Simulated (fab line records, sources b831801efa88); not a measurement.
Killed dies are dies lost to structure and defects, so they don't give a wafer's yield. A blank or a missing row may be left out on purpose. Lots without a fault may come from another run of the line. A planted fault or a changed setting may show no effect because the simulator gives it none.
One fault seen from 2 desks | flow sky130 | each desk has only its own numbers; what lay behind them comes last

THE METROLOGY DESK
What the gauges read, lot by lot, whatever tool the lot ran on: means of the sampled wafers that have a number. A lot is out of limits, marked OUT, if its mean lies more than 4 standard deviations from the usual mean; the brackets give that distance.
Columns: A = cd_nm at SKY_LI_CONTACT_CD_MEAS_12, usual 169.9 nm; B = LOCAL_INTERCONNECT_OVL at SKY_LOCAL_INTERCONNECT_OVL_MEAS_12, usual 2 nm
lot  | first seen here | A     | B
L342 | day 28 16:31    | 170.2 | -2
L344 | day 29 11:11    | 171.1 | 5
L345 | day 29 13:02    | 168.8 | 5
L346 | day 30 02:18    | 168.6 | -11
L348 | day 31 13:50    | 169.3 | -2
L349 | day 31 16:54    | 168.5 | -1
L352 | day 32 08:26    | 172.3 | 6
L361 | day 35 08:40    | 172.6 | 2
L362 | day 35 12:27    | 170.5 | 1
L363 | day 35 13:29    | 169.9 | 1
L364 | day 36 01:25    | 169.5 | 8
L365 | day 36 10:43    | 169.0 | 4
This desk's finding: nothing out of limits on any of the 12 lots.

THE TOOL OWNER'S DESK: rie_diel-03
The tool's own readings at SKY_VIA3_ETCH_15 (etches SiO2 in C4F8/O2/Ar, stops on TiN, target depth 507 nm, time 78 s): means of the sampled wafers that have a number, for each lot that ran on this tool. A lot is out of limits, marked OUT, if its mean lies more than 4 standard deviations from the usual mean; the brackets give that distance.
Columns: A = oes_product_au at SKY_VIA3_ETCH_15, usual 0.946 a.u.
lot  | first seen here | A
L344 | day 40 03:05    | 0.948
L346 | day 40 13:44    | 0.949
L348 | day 41 18:46    | 0.945
L352 | day 42 14:08    | 0.945
L365 | day 46 00:01    | 0.943
This desk's finding: nothing out of limits on any of the 5 lots.

PUT TOGETHER
The metrology desk saw nothing out of limits.
The tool owner's desk saw nothing out of limits.

WHAT THE SIMULATOR HAD PUT IN
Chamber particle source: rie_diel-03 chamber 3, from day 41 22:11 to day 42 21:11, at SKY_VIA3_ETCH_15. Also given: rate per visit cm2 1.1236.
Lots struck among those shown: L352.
